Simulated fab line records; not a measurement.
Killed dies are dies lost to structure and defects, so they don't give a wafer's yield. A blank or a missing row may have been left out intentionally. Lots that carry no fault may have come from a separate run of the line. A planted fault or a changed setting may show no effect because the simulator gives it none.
One fault through the eyes of 2 desks || flow sky130 || numbers are kept per desk, each desk with only its own; the story behind them comes last

AT THE METROLOGY DESK
Lot by lot, what the gauges showed, no matter which tool ran the lot: averages of those sampled wafers that carry a number. If a lot's mean is further than 4 standard deviations from the usual mean, the lot is out of limits and carries the mark OUT (the distance appears in the brackets).
Columns: A = LDD_N_OVL at SKY_LDD_N_OVL_MEAS_07, usual 1.4 nm
{"lot": "L476", "first seen here": "day 18 07:19", "A": 1.3}
{"lot": "L480", "first seen here": "day 20 04:58", "A": 1.0}
{"lot": "L488", "first seen here": "day 22 23:08", "A": 2.3}
{"lot": "L489", "first seen here": "day 23 11:18", "A": 0.2}
{"lot": "L490", "first seen here": "day 23 22:10", "A": 0.4}
{"lot": "L492", "first seen here": "day 24 03:40", "A": 2.8}
Result from this desk: across the 6 lots, nothing is out of limits.

THE TOOL OWNER'S DESK: implanter-03
The tool's own readings at SKY_LDD_N_IMPLANT_14, given as means over the sampled wafers that have a number, one for each lot that went through this tool. If a lot's mean is further than 4 standard deviations from the usual mean, the lot is out of limits and carries the mark OUT (the distance appears in the brackets).
Columns: A = beamEnergyKeV at SKY_LDD_N_IMPLANT_14, usual 49.999; B = endStationPressureTorr at SKY_LDD_N_IMPLANT_14, usual 5.02e-06 Torr; C = tiltDeg at SKY_LDD_N_IMPLANT_14, usual 30.001 degrees
{"lot": "L476", "first seen here": "day 18 08:17", "A": 49.989, "B": 5.13e-06, "C": 30.016}
{"lot": "L489", "first seen here": "day 23 12:14", "A": 50.017, "B": 4.97e-06, "C": "0.001 (-99 or more) OUT"}
{"lot": "L490", "first seen here": "day 23 23:07", "A": 49.991, "B": 5.17e-06, "C": "-0.020 (-99 or more) OUT"}
Finding of this desk: L489, L490 out of limits; the first was L489 at day 23 12:14, on tiltDeg at SKY_LDD_N_IMPLANT_14. In limits: L476.

ALL TOGETHER
The tool owner's desk could have raised an alarm at day 23 12:14, on L489, L490.
At the metrology desk, nothing out of limits was observed.
The metrology desk has L489, L490 on record, within its limits.
On implanter-03, each named lot ran SKY_LDD_N_IMPLANT_14.

WHAT THE SIMULATOR HAD INSERTED
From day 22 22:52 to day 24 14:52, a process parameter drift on implanter-03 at SKY_LDD_N_IMPLANT_14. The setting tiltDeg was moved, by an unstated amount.
Shown lots that were struck: L489, L490.
How many hours passed from the start of the fault until each desk's first out-of-limits reading: the tool owner's desk, 13.
